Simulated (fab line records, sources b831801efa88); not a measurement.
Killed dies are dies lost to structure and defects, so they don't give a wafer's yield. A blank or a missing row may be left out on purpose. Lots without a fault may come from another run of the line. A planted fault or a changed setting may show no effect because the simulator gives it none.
Which tool did it? | flow sky130 | 24 lots, 72 wafers sampled, at 5 steps of a route of 708

WHAT THE GAUGES READ, wafer by wafer
SKY_RES_XHIGH_TW_MEAS_09. Usual: RES_XHIGH_TW 1633, standard deviation 9.7.
lot  | measured     | on            | RES_XHIGH_TW   | flag
L074 | day 26 12:07 | film_metro-02 | 1635 1630 1615 |
L075 | day 26 23:47 | film_metro-03 | 1639 1630 1636 |
L076 | day 27 10:04 | film_metro-02 | 1647 1656 1655 |
L077 | day 27 17:24 | film_metro-03 | 1631 1629 1620 |
L078 | day 28 08:35 | film_metro-04 | 1632 1628 1632 |
L079 | day 28 13:16 | film_metro-03 | 1624 1635 1634 |
L080 | day 28 15:22 | film_metro-04 | 1633 1628 1633 |
L081 | day 29 00:43 | film_metro-02 | 1645 1646 1645 |
L082 | day 29 09:31 | film_metro-02 | 1644 1649 1640 |
L083 | day 29 18:22 | film_metro-03 | 1631 1632 1629 |
L084 | day 30 03:59 | film_metro-02 | 1638 1639 1643 |
L085 | day 30 13:32 | film_metro-03 | 1621 1625 1619 |
L086 | day 30 23:28 | film_metro-02 | 1623 1633 1629 |
L087 | day 31 05:29 | film_metro-02 | 1648 1641 1653 |
L088 | day 31 16:13 | film_metro-04 | 1634 1636 1638 |
L089 | day 32 00:32 | film_metro-02 | 1635 1632 1637 |
L090 | day 32 02:37 | film_metro-02 | 1626 1647 1625 |
L091 | day 32 11:40 | film_metro-03 | 1620 1624 1614 |
L092 | day 32 19:43 | film_metro-03 | 1628 1636 1618 |
L093 | day 32 22:22 | film_metro-04 | 1635 1620 1621 |
L094 | day 33 03:32 | film_metro-04 | 1615 1625 1617 |
L095 | day 33 13:14 | film_metro-02 | 1636 1640 1636 |
L096 | day 33 21:41 | film_metro-04 | 1626 1627 1623 |
L097 | day 34 06:53 | film_metro-02 | 1634 1644 1633 |

SKY_SD_N_RS_MEAS_16: measures by four-point-probe. Usual: SD_N_RS 68.55 ohm/sq, standard deviation 0.1.
lot  | measured     | on            | SD_N_RS (ohm/sq)  | flag
L074 | day 27 17:40 | film_metro-04 | 68.45 68.61 68.49 |
L075 | day 28 05:01 | film_metro-04 | 68.64 68.78 68.63 |
L076 | day 28 15:35 | film_metro-03 | 68.58 68.49 68.54 |
L077 | day 28 22:02 | film_metro-04 | 68.55 68.87 68.78 |
L078 | day 29 13:10 | film_metro-02 | 68.50 68.47 68.42 |
L079 | day 29 18:25 | film_metro-02 | 68.56 68.60 68.43 |
L080 | day 29 20:03 | film_metro-03 | 68.57 68.67 68.56 |
L081 | day 30 05:25 | film_metro-04 | 68.41 68.52 68.57 |
L082 | day 30 13:55 | film_metro-02 | 68.51 68.41 68.51 |
L083 | day 30 22:46 | film_metro-04 | 68.40 68.49 68.47 |
L084 | day 31 06:45 | film_metro-04 | 68.52 68.51 68.56 |
L085 | day 31 17:28 | film_metro-04 | 68.52 68.55 68.60 |
L086 | day 32 03:02 | film_metro-02 | 68.37 68.61 68.56 |
L087 | day 32 14:29 | film_metro-04 | 68.51 68.67 68.53 |
L088 | day 32 18:52 | film_metro-02 | 68.44 68.46 68.63 |
L089 | day 33 03:11 | film_metro-04 | 68.72 68.46 68.51 |
L090 | day 33 05:26 | film_metro-04 | 68.43 68.54 68.61 |
L091 | day 33 14:19 | film_metro-03 | 68.59 68.37 68.65 |
L092 | day 33 22:34 | film_metro-04 | 68.45 68.37 68.41 |
L093 | day 34 01:07 | film_metro-02 | 68.57 68.57 68.47 |
L094 | day 34 06:09 | film_metro-03 | 68.53 68.57 68.50 |
L095 | day 34 15:20 | film_metro-03 | 68.46 68.68 68.59 |
L096 | day 35 01:16 | film_metro-03 | 68.56 68.43 68.53 |
L097 | day 35 09:45 | film_metro-04 | 68.58 68.44 68.57 |

SKY_VIA4_THK_MEAS_01. Usual: VIA4_HDPCVD_THK 1747 nm, standard deviation 15.
lot  | measured     | on            | VIA4_HDPCVD_THK (nm) | flag
L074 | day 41 14:02 | film_metro-04 | 1754 1738 1742       |
L075 | day 42 02:39 | film_metro-02 | 1751 1774 1789       |
L076 | day 42 09:37 | film_metro-01 | 1759 1769 1762       |
L077 | day 42 14:55 | film_metro-04 | 1750 1751 1737       |
L078 | day 43 04:50 | film_metro-04 | 1742 1711 1737       |
L079 | day 43 09:20 | film_metro-02 | 1779 1777 1768       |
L080 | day 43 10:55 | film_metro-01 | 1750 1750 1732       |
L081 | day 43 18:38 | film_metro-02 | 1718 1737 1732       |
L082 | day 44 00:14 | film_metro-01 | 1751 1770 1754       |
L083 | day 44 12:55 | film_metro-01 | 1764 1769 1778       |
L084 | day 44 15:15 | film_metro-01 | 1757 1727 1748       |
L085 | day 44 19:39 | film_metro-01 | 1763 1756 1774       |
L086 | day 45 07:56 | film_metro-01 | 1743 1742 1736       |
L087 | day 45 15:56 | film_metro-01 | 1743 1735 1740       |
L088 | day 45 18:50 | film_metro-01 | 1751 1750 1740       |
L089 | day 46 02:52 | film_metro-02 | 1725 1758 1740       |
L090 | day 46 04:19 | film_metro-02 | 1748 1731 1730       |
L091 | day 46 09:21 | film_metro-04 | 1767 1755 1750       |
L092 | day 46 15:54 | film_metro-04 | 1726 1731 1731       |
L093 | day 46 19:05 | film_metro-01 | 1737 1735 1744       |
L094 | day 47 00:58 | film_metro-01 | 1740 1752 1723       |
L095 | day 47 06:27 | film_metro-04 | 1753 1730 1736       |
L096 | day 47 13:00 | film_metro-04 | 1742 1758 1734       |
L097 | day 47 19:53 | film_metro-04 | 1752 1742 1747       |

WHICH TOOL RAN EACH LOT (tool, then ch and the chambers of the sampled wafers, then the start)
lot  | SKY_METAL1_SPUTTER_01        | SKY_VIA1_SPUTTER_20
L074 | pvd_sputter-01, day 31 10:14 | pvd_sputter-01, day 33 18:06
L075 | pvd_sputter-02, day 31 22:09 | pvd_sputter-04, day 34 05:19
L076 | pvd_sputter-04, day 32 08:47 | pvd_sputter-03, day 34 14:45
L077 | pvd_sputter-04, day 32 13:53 | pvd_sputter-03, day 34 20:34
L078 | pvd_sputter-04, day 33 04:33 | pvd_sputter-03, day 35 12:13
L079 | pvd_sputter-02, day 33 08:45 | pvd_sputter-04, day 35 16:38
L080 | pvd_sputter-01, day 33 12:02 | pvd_sputter-01, day 35 18:41
L081 | pvd_sputter-04, day 33 19:03 | pvd_sputter-04, day 36 02:39
L082 | pvd_sputter-02, day 34 03:38 | pvd_sputter-03, day 36 10:23
L083 | pvd_sputter-01, day 34 11:25 | pvd_sputter-01, day 36 19:47
L084 | pvd_sputter-02, day 34 19:14 | pvd_sputter-04, day 37 03:11
L085 | pvd_sputter-04, day 35 05:43 | pvd_sputter-04, day 37 11:42
L086 | pvd_sputter-01, day 35 16:02 | pvd_sputter-01, day 37 23:25
L087 | pvd_sputter-01, day 36 02:23 | pvd_sputter-03, day 38 08:35
L088 | pvd_sputter-01, day 36 07:16 | pvd_sputter-01, day 38 13:07
L089 | pvd_sputter-02, day 36 16:58 | pvd_sputter-01, day 38 22:21
L090 | pvd_sputter-01, day 36 17:39 | pvd_sputter-04, day 39 00:33
L091 | pvd_sputter-01, day 37 02:07 | pvd_sputter-03, day 39 08:01
L092 | pvd_sputter-02, day 37 10:20 | pvd_sputter-03, day 39 15:10
L093 | pvd_sputter-04, day 37 13:30 | pvd_sputter-04, day 39 17:31
L094 | pvd_sputter-02, day 37 19:28 | pvd_sputter-03, day 39 23:16
L095 | pvd_sputter-02, day 38 03:41 | pvd_sputter-03, day 40 08:32
L096 | pvd_sputter-04, day 38 12:21 | pvd_sputter-01, day 40 16:15
L097 | pvd_sputter-04, day 38 20:29 | pvd_sputter-01, day 41 00:06
- SKY_METAL1_SPUTTER_01: material TiN, target thk 20 nm, time 16.7 s.
- SKY_VIA1_SPUTTER_20: material TiN, target thk 20 nm, time 80 s.

WHAT THE TOOLS THEMSELVES READ (means of the sampled wafers that have a number; where no wafer has one, the mark that the record gives instead)
SKY_METAL1_SPUTTER_01. Usual: throttle_valve_pct 30.4 %, standard deviation 0.94.
lot  | tool           | throttle_valve_pct (%) | flag
L074 | pvd_sputter-01 | 31.2                   |
L075 | pvd_sputter-02 | 31.1                   |
L076 | pvd_sputter-04 | 31.0                   |
L077 | pvd_sputter-04 | 30.7                   |
L078 | pvd_sputter-04 | 30.7                   |
L079 | pvd_sputter-02 | 29.5                   |
L080 | pvd_sputter-01 | 30.1                   |
L081 | pvd_sputter-04 | 30.2                   |
L082 | pvd_sputter-02 | 30.3                   |
L083 | pvd_sputter-01 | 30.1                   |
L084 | pvd_sputter-02 | 30.4                   |
L085 | pvd_sputter-04 | 31.1                   |
L086 | pvd_sputter-01 | 30.2                   |
L087 | pvd_sputter-01 | 30.5                   |
L088 | pvd_sputter-01 | 30.7                   |
L089 | pvd_sputter-02 | 31.2                   |
L090 | pvd_sputter-01 | 30.7                   |
L091 | pvd_sputter-01 | 30.5                   |
L092 | pvd_sputter-02 | 30.1                   |
L093 | pvd_sputter-04 | 30.8                   |
L094 | pvd_sputter-02 | 30.2                   |
L095 | pvd_sputter-02 | 30.3                   |
L096 | pvd_sputter-04 | 30.3                   |
L097 | pvd_sputter-04 | 30.8                   |

SKY_VIA1_SPUTTER_20. Usual: throttle_valve_pct 30.0 %, standard deviation 0.93.
lot  | tool           | throttle_valve_pct (%) | flag
L074 | pvd_sputter-01 | 29.9                   |
L075 | pvd_sputter-04 | 31.1                   |
L076 | pvd_sputter-03 | 29.0                   |
L077 | pvd_sputter-03 | 29.5                   |
L078 | pvd_sputter-03 | 28.5                   |
L079 | pvd_sputter-04 | 30.4                   |
L080 | pvd_sputter-01 | 30.7                   |
L081 | pvd_sputter-04 | 30.3                   |
L082 | pvd_sputter-03 | 29.5                   |
L083 | pvd_sputter-01 | 30.4                   |
L084 | pvd_sputter-04 | 31.0                   |
L085 | pvd_sputter-04 | 30.9                   |
L086 | pvd_sputter-01 | 31.3                   |
L087 | pvd_sputter-03 | 29.5                   |
L088 | pvd_sputter-01 | 30.5                   |
L089 | pvd_sputter-01 | 30.3                   |
L090 | pvd_sputter-04 | 30.5                   |
L091 | pvd_sputter-03 | 29.0                   |
L092 | pvd_sputter-03 | 28.7                   |
L093 | pvd_sputter-04 | 30.5                   |
L094 | pvd_sputter-03 | 29.3                   |
L095 | pvd_sputter-03 | 29.4                   |
L096 | pvd_sputter-01 | 30.4                   |
L097 | pvd_sputter-01 | 30.4                   |

THE ANSWER, worked out from the rows above alone
Rule: a lot is off if the mean of its wafers that have a number lies more than 3 standard deviations from the usual mean. A lot without any number at a reading at which 4 lots or more have one is off too. The other lots that the step has rows for count as sound. The gauges are gone through in route order, then the tools' own readings, and for those a lot's mean is taken as printed above. The first step at which some lot is off is used, and at that step the reading that is off furthest; a lot without a number counts as furthest.
No lot is off at any reading shown: from this, nothing can be told.

WHAT THE SIMULATOR HAD PUT IN
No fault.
